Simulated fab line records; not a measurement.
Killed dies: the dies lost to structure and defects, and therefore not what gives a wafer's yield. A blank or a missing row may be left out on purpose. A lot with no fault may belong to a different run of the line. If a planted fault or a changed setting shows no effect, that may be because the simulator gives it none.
fab line records ; flow gf180mcu ; part 2 of 2: steps 31 to 40 of 40
[record] lots = 5; wafers = 15; last-day = 33
route steps=602 shown SAB@271 SALICIDE@278 CONTACT@287
lots untouched by any fault: they come from a run of this same line in which no faults occurred
start-h: hours from the record's opening day to when the first of the lot's shown wafers began ; wait-h: time in hours since the lot's previous step ; " the same as in the row above ; L1.1+2: several wafers, shown together as one row ; - either no value or no given start ; * or withheld: withheld ; < > ~ a bound
route shown NAME@n: a module of which the file shows steps, and the number in the route of the first ; usual: mean and standard deviation over wafers with no fault ; same: alike in all rows ; chamber/n: place in a boat ; sites: per-site readings ; _std_site: the values' standard deviation ; _edge_site: mean of outer sites minus mean of inner sites ; radius-mm: how far each site lies from the wafer's centre ; mask NAME#n: copy n ; behind: tool/chamber where the wafer was last shaped ; hold: reason for holding the lot/hours on hold/outcome of the hold ; device: the transistor (n, p or np) that didn't switch ; end of line: the tests these same wafers got at the end of their route ; a step with no rows: only its recipe ; killed: count of dies lost to structure and defects at first sort (not the wafer's yield) ; map: per-die view of a wafer (x killed, . not killed, _ where there is no die)
set.NAME: setting as actually run; set.NAME@STEP: the setting as run at that earlier step ; model.NAME: the simulator's own value behind a step, which no gauge read
lots at selected steps of the route; one table per step, one row per wafer
services: the hour from which a tool's chamber was out of use, counted from the record's first day as start-h (under 0 if before that day), plus the number of hours and why
[[steps]]
[step GF_CONTACT_CD_MEAS_14]
[recipe] target-cd-nm = 220
[usual] cd-nm = 219.9/1.2
lot.wafer;tool;chamber;start-h;wait-h;cd-nm
L077.2;cd-sem-02;-;389.77;0.1;219.9
L077.5;cd-sem-02;-;389.77;0.1;220.0
L077.6;cd-sem-02;-;389.77;0.1;221.9
L079.1;cd-sem-02;-;409.24;0.1;221.3
L079.2;cd-sem-02;-;409.24;0.1;222.1
L079.3;cd-sem-02;-;409.24;0.1;221.0
L084.4;cd-sem-01;-;456.35;0.1;219.1
L084.5;cd-sem-01;-;456.35;0.1;218.7
L084.6;cd-sem-01;-;456.35;0.1;218.7
L091.2;cd-sem-02;-;512.14;0.1;218.8
L091.4;cd-sem-02;-;512.14;0.1;217.0
L091.6;cd-sem-02;-;512.14;0.1;218.4
L093.2;cd-sem-01;-;526.94;0.1;219.9
L093.4;cd-sem-01;-;526.94;0.1;219.0
L093.6;cd-sem-01;-;526.94;0.1;220.1
[step GF_CONTACT_OVL_MEAS_15]
[usual] CONTACT_OVL = 2/5.2
lot.wafer;tool;chamber;start-h;wait-h;CONTACT_OVL[nm]
L077.2;overlay-01;-;389.88;0.1;8
L077.5;overlay-01;-;389.88;0.1;1
L077.6;overlay-01;-;389.88;0.1;1
L079.1;overlay-02;-;409.36;0.1;4
L079.2;overlay-02;-;409.36;0.1;0
L079.3;overlay-02;-;409.36;0.1;-6
L084.4;overlay-01;-;456.43;0.1;-4
L084.5;overlay-01;-;456.43;0.1;-3
L084.6;overlay-01;-;456.43;0.1;-2
L091.2;overlay-01;-;512.24;0.1;2
L091.4;overlay-01;-;512.24;0.1;7
L091.6;overlay-01;-;512.24;0.1;13
L093.2;overlay-02;-;527.04;0.1;-2
L093.4;overlay-02;-;527.04;0.1;7
L093.6;overlay-02;-;527.04;0.1;1
[step GF_CONTACT_ETCH_16]
[recipe] chemistry = N2/H2; target-depth-a = withheld; overetch-a = withheld; time-s = withheld; target = BARC; ion-energy-ev = 200; source-w = 500; bias-w = 100; pressure-mtorr = 30; n2-flow-sccm = 100; h2-flow-sccm = 200
[usual] drypump-motor-current-A = 5.4/0.38; oes-product-au = 0.855/0.0046; throttle-valve-pct = 13.224/0.0096
lot.wafer;tool;chamber;start-h;wait-h;drypump-motor-current-A;oes-product-au;throttle-valve-pct
L077.2;rie-diel-02;3;389.91;0.0;4.8;0.862;13.227
L077.5;rie-diel-02;2;389.91;0.0;5.6;0.858;13.235
L077.6;rie-diel-02;3;389.91;0.0;4.8;0.857;13.223
L079.1;rie-diel-01;0;409.40;0.0;5.8;0.851;13.223
L079.2;rie-diel-01;1;409.40;0.0;5.1;0.851;13.219
L079.3;rie-diel-01;2;409.40;0.0;5.5;0.853;13.230
L084.4;rie-diel-01;1;456.47;0.0;5.1;0.852;13.222
L084.5;rie-diel-01;0;456.47;0.0;5.8;0.858;13.216
L084.6;rie-diel-01;3;456.47;0.0;5.5;0.859;13.228
L091.2;rie-diel-02;3;512.27;0.0;4.9;0.861;13.211
L091.4;rie-diel-02;0;512.27;0.0;4.9;0.848;13.231
L091.6;rie-diel-02;2;512.27;0.0;5.6;0.863;13.221
L093.2;rie-diel-01;2;527.07;0.0;5.5;0.859;13.233
L093.4;rie-diel-01;3;527.07;0.0;5.5;0.851;13.222
L093.6;rie-diel-01;3;527.07;0.0;5.5;0.852;13.231
[step GF_CONTACT_ETCH_17]
[recipe] chemistry = C4F8/O2/Ar; mask-material = KrF; target = SiO2; stop-on = CoSi2; source-w = 1500; bias-w = 1200; pressure-mtorr = 40; c4f8-flow-sccm = withheld; O2_flow_sccm = 6; Ar_flow_sccm = 300; time-s = withheld; target-depth-a = 8600
[usual] oes-product-au = 0.814/0.0049
lot.wafer;tool;chamber;start-h;wait-h;oes-product-au
L077.2;rie-diel-02;3;-;-;0.817
L077.5;rie-diel-02;2;-;-;0.817
L077.6;rie-diel-02;3;-;-;0.818
L079.1;rie-diel-01;0;-;-;0.815
L079.2;rie-diel-01;1;-;-;0.803
L079.3;rie-diel-01;2;-;-;0.816
L084.4;rie-diel-01;1;-;-;0.817
L084.5;rie-diel-01;0;-;-;0.815
L084.6;rie-diel-01;3;-;-;0.815
L091.2;rie-diel-02;3;-;-;0.819
L091.4;rie-diel-02;0;-;-;0.815
L091.6;rie-diel-02;2;-;-;0.812
L093.2;rie-diel-01;2;-;-;0.809
L093.4;rie-diel-01;3;-;-;0.820
L093.6;rie-diel-01;3;-;-;0.811
[step GF_CONTACT_STRIP_18]
[recipe] chemistry = O2/N2; power-w = 1400; pressure-mtorr = 1500; platen-temp-c = 250; o2-flow-sccm = 3000; n2-flow-sccm = 300; overash-fraction = 0.5
[usual] drypump-motor-current-A = 5.8/0.45; heater-power-w = 329/29; oes-product-au = 0.580/0.0047
lot.wafer;tool;chamber;start-h;wait-h;drypump-motor-current-A;heater-power-w;oes-product-au;rf-hours-counter-h
L077.2;plasma-asher-03;0;390.07;-;6.0;363;0.585;63
L077.5;plasma-asher-03;1;390.07;-;5.3;348;0.582;-
L077.6;plasma-asher-03;0;390.07;-;6.0;366;0.582;-
L079.1;plasma-asher-03;1;409.56;-;5.3;350;0.582;65
L079.2;plasma-asher-03;0;409.56;-;6.0;359;0.574;65
L079.3;plasma-asher-03;1;409.56;-;5.3;350;0.585;-
L084.4;plasma-asher-03;0;456.64;-;5.9;374;0.587;-
L084.5;plasma-asher-03;0;456.64;-;6.0;354;0.582;-
L084.6;plasma-asher-03;1;456.64;-;5.3;347;0.585;-
L091.2;plasma-asher-01;0;512.44;-;6.1;259;0.579;40
L091.4;plasma-asher-01;0;512.44;-;6.1;268;0.580;-
L091.6;plasma-asher-01;0;512.44;-;6.1;273;0.589;-
L093.2;plasma-asher-04;1;527.24;-;6.5;329;0.586;90
L093.4;plasma-asher-04;1;527.24;-;6.5;322;0.582;-
L093.6;plasma-asher-04;1;527.24;-;6.5;322;0.578;-
[step GF_CONTACT_CLEAN_19]
[recipe] chemistry = SPM
lot.wafer;tool;chamber;start-h;wait-h
L077.2+5+6;wet-bench-01;0;390.17;0.1
L079.1+2+3;wet-bench-01;3;409.66;0.1
L084.4+5+6;wet-bench-02;1;456.71;0.0
L091.2+4+6;wet-bench-01;1;512.54;0.1
L093.2+4+6;wet-bench-01;0;527.34;0.1
[step GF_CONTACT_CLEAN_20]
[recipe] chemistry = DIW
lot.wafer;tool;chamber;start-h;wait-h
L077.2+5+6;wet-bench-02;2;390.27;0.0
L079.1+2+3;wet-bench-01;3;409.84;0.0
L084.4+5+6;wet-bench-01;3;456.80;0.0
L091.2+4+6;wet-bench-02;2;512.63;0.0
L093.2+4+6;wet-bench-02;1;527.43;0.0
[step GF_CONTACT_CLEAN_21]
[recipe] chemistry = dHF; time-s = 20; dilution = 100:1; dry = ipa-marangoni
lot.wafer;tool;chamber;start-h;wait-h
L077.2+5+6;wet-bench-03;2;390.45;0.0
L079.1+2+3;wet-bench-01;1;410.03;0.0
L084.4+5+6;wet-bench-03;0;456.89;0.0
L091.2+4+6;wet-bench-01;0;512.72;0.0
L093.2+4+6;wet-bench-03;0;527.53;0.0
[step GF_CONTACT_SPUTTER_22]
[recipe] material = Ti; target-thk-nm = 15; chamber-pressure-pa = 5; power-w = 2500; substrate-temp-c = 200; time-s = 80.02
[usual] throttle-valve-pct = 29.8/1.3
lot.wafer;tool;chamber;start-h;wait-h;throttle-valve-pct
L077.2;pvd-sputter-02;-;390.47;0.0;30.7
L077.5;pvd-sputter-02;-;390.47;0.0;29.9
L077.6;pvd-sputter-02;-;390.47;0.0;29.8
L079.1;pvd-sputter-01;-;410.06;0.0;28.0
L079.2;pvd-sputter-01;-;410.06;0.0;31.7
L079.3;pvd-sputter-01;-;410.06;0.0;29.1
L084.4;pvd-sputter-01;-;456.91;0.0;28.0
L084.5;pvd-sputter-01;-;456.91;0.0;32.1
L084.6;pvd-sputter-01;-;456.91;0.0;28.1
L091.2;pvd-sputter-01;-;512.73;0.0;30.1
L091.4;pvd-sputter-01;-;512.73;0.0;29.5
L091.6;pvd-sputter-01;-;512.73;0.0;28.9
L093.2;pvd-sputter-01;-;527.54;0.0;32.1
L093.4;pvd-sputter-01;-;527.54;0.0;29.1
L093.6;pvd-sputter-01;-;527.54;0.0;28.0
[step GF_CONTACT_SPUTTER_23]
[recipe] material = TiN; target-thk-nm = 10; chamber-pressure-pa = 5; power-w = 4000; time-s = 40
[usual] throttle-valve-pct = 29.9/1.3
lot.wafer;tool;chamber;start-h;wait-h;throttle-valve-pct
L077.2;pvd-sputter-02;-;390.53;0.0;30.6
L077.5;pvd-sputter-02;-;390.53;0.0;30.0
L077.6;pvd-sputter-02;-;390.53;0.0;29.5
L079.1;pvd-sputter-01;-;410.12;0.0;27.9
L079.2;pvd-sputter-01;-;410.12;0.0;31.8
L079.3;pvd-sputter-01;-;410.12;0.0;29.4
L084.4;pvd-sputter-01;-;456.97;0.0;27.8
L084.5;pvd-sputter-01;-;456.97;0.0;32.0
L084.6;pvd-sputter-01;-;456.97;0.0;28.0
L091.2;pvd-sputter-01;-;512.80;0.0;30.3
L091.4;pvd-sputter-01;-;512.80;0.0;29.1
L091.6;pvd-sputter-01;-;512.80;0.0;29.5
L093.2;pvd-sputter-01;-;527.60;0.0;31.8
L093.4;pvd-sputter-01;-;527.60;0.0;29.3
L093.6;pvd-sputter-01;-;527.60;0.0;27.8
[[services]]
tool;chamber;start-h;hours;kind
krf-scanner-01;-;347.59;0.8;pm
cmp-01;-;360.07;1.8;repair
hdpcvd-02;-;363.82;4.3;pm
cmp-01;-;371.16;0.6;repair
rie-diel-01;2;375.13;31.7;repair
rie-diel-02;3;380.46;1.6;repair
krf-scanner-01;-;381.19;1.3;pm
rie-diel-01;0;393.75;6.8;repair
hdpcvd-02;2;394.56;7.8;repair
pecvd-01;2;406.63;6.7;repair
wet-bench-04;-;419.19;5.3;repair
krf-scanner-01;-;420.00;0.4;repair
pecvd-01;2;431.53;2.1;repair
rie-diel-01;2;434.55;56.6;repair
wet-bench-02;-;442.13;0.7;repair
pecvd-01;-;447.15;0.5;repair
cmp-01;-;471.97;1.6;repair
krf-scanner-01;-;479.01;1.0;pm
rie-diel-01;0;502.20;9.3;repair
pvd-sputter-03;-;506.99;3.8;repair
pvd-sputter-02;-;510.40;4.8;repair
pvd-sputter-01;-;510.79;1.6;repair
krf-scanner-01;-;516.39;0.8;pm
hdpcvd-02;0;526.50;7.8;repair
